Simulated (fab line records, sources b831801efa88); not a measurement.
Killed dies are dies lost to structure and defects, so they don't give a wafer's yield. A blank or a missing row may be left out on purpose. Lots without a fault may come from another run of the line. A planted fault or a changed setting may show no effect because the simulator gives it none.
Which tool did it? | flow sky130 | 15 lots, 45 wafers sampled, at 2 steps of a route of 708

WHAT THE GAUGES READ, wafer by wafer
SKY_CAPM_THK_MEAS_04: measures by xrf. Usual: CAPM_TIN_THK 198.4 nm, standard deviation 1.9.
lot  | measured     | on            | CAPM_TIN_THK (nm) | flag
L865 | day 36 20:09 | film_metro-04 | 198.5 199.5 198.2 |
L864 | day 36 20:52 | film_metro-02 | 198.6 198.6 196.1 |
L868 | day 37 15:07 | film_metro-02 | 200.1 199.2 197.9 |
L869 | day 39 04:50 | film_metro-02 | 199.1 198.7 199.5 |
L871 | day 39 06:11 | film_metro-01 | 194.8 194.1 193.9 |
L870 | day 39 08:49 | film_metro-02 | 195.7 195.7 197.5 |
L874 | day 40 12:10 | film_metro-01 | 196.7 196.7 198.3 |
L875 | day 41 10:26 | film_metro-02 | 200.2 198.0 199.8 |
L878 | day 41 17:46 | film_metro-02 | 199.5 198.1 200.6 |
L879 | day 42 03:05 | film_metro-04 | 197.3 200.4 199.3 |
L882 | day 42 05:13 | film_metro-01 | 201.0 199.3 199.4 |
L881 | day 42 09:56 | film_metro-02 | 200.4 199.7 200.3 |
L886 | day 42 22:37 | film_metro-02 | 200.0 197.2 197.3 |
L885 | day 43 02:41 | film_metro-02 | 198.3 197.1 198.2 |
L887 | day 43 07:47 | film_metro-04 | 199.4 196.4 200.3 |

WHICH TOOL RAN EACH LOT (tool, then ch and the chambers of the sampled wafers, then the start)
lot  | SKY_VIA2_ETCH_15
L865 | rie_diel-02 ch 1,2, day 36 18:19
L864 | rie_diel-03 ch 0,2,3, day 36 18:58
L868 | rie_diel-03 ch 0,2,3, day 37 13:19
L869 | rie_diel-02 ch 0,1,3, day 39 03:02
L871 | rie_diel-04 ch 0,2,3, day 39 04:22
L870 | rie_diel-04 ch 0,1, day 39 06:59
L874 | rie_diel-04 ch 0,3, day 40 10:22
L875 | rie_diel-02 ch 0,2, day 41 08:34
L878 | rie_diel-02 ch 0,1,3, day 41 15:46
L879 | rie_diel-03 ch 0,1,3, day 42 01:17
L882 | rie_diel-02 ch 0,2,3, day 42 03:25
L881 | rie_diel-04 ch 1,2, day 42 08:04
L886 | rie_diel-04 ch 1,3, day 42 20:47
L885 | rie_diel-02 ch 1,3, day 43 00:52
L887 | rie_diel-03 ch 2,3, day 43 05:58
- SKY_VIA2_ETCH_15: etches SiO2 in C4F8/O2/Ar, stops on TiN, target depth 546 nm, time 84 s.

WHAT THE TOOLS THEMSELVES READ (means of the sampled wafers that have a number; where no wafer has one, the mark that the record gives instead)
SKY_VIA2_ETCH_15. Usual: oes_product_au 0.940 a.u., standard deviation 0.0051.
lot  | tool        | oes_product_au (a.u.) | flag
L865 | rie_diel-02 | 0.938                 |
L864 | rie_diel-03 | 0.940                 |
L868 | rie_diel-03 | 0.943                 |
L869 | rie_diel-02 | 0.936                 |
L871 | rie_diel-04 | 0.933                 |
L870 | rie_diel-04 | 0.938                 |
L874 | rie_diel-04 | 0.938                 |
L875 | rie_diel-02 | 0.941                 |
L878 | rie_diel-02 | 0.940                 |
L879 | rie_diel-03 | 0.945                 |
L882 | rie_diel-02 | 0.943                 |
L881 | rie_diel-04 | 0.940                 |
L886 | rie_diel-04 | 0.942                 |
L885 | rie_diel-02 | 0.940                 |
L887 | rie_diel-03 | 0.937                 |

THE ANSWER, worked out from the rows above alone
Rule: a lot is off if the mean of its wafers that have a number lies more than 3 standard deviations from the usual mean. A lot without any number at a reading at which 4 lots or more have one is off too. The other lots that the step has rows for count as sound. The gauges are gone through in route order, then the tools' own readings, and for those a lot's mean is taken as printed above. The first step at which some lot is off is used, and at that step the reading that is off furthest; a lot without a number counts as furthest.
No lot is off at any reading shown: from this, nothing can be told.

WHAT THE SIMULATOR HAD PUT IN
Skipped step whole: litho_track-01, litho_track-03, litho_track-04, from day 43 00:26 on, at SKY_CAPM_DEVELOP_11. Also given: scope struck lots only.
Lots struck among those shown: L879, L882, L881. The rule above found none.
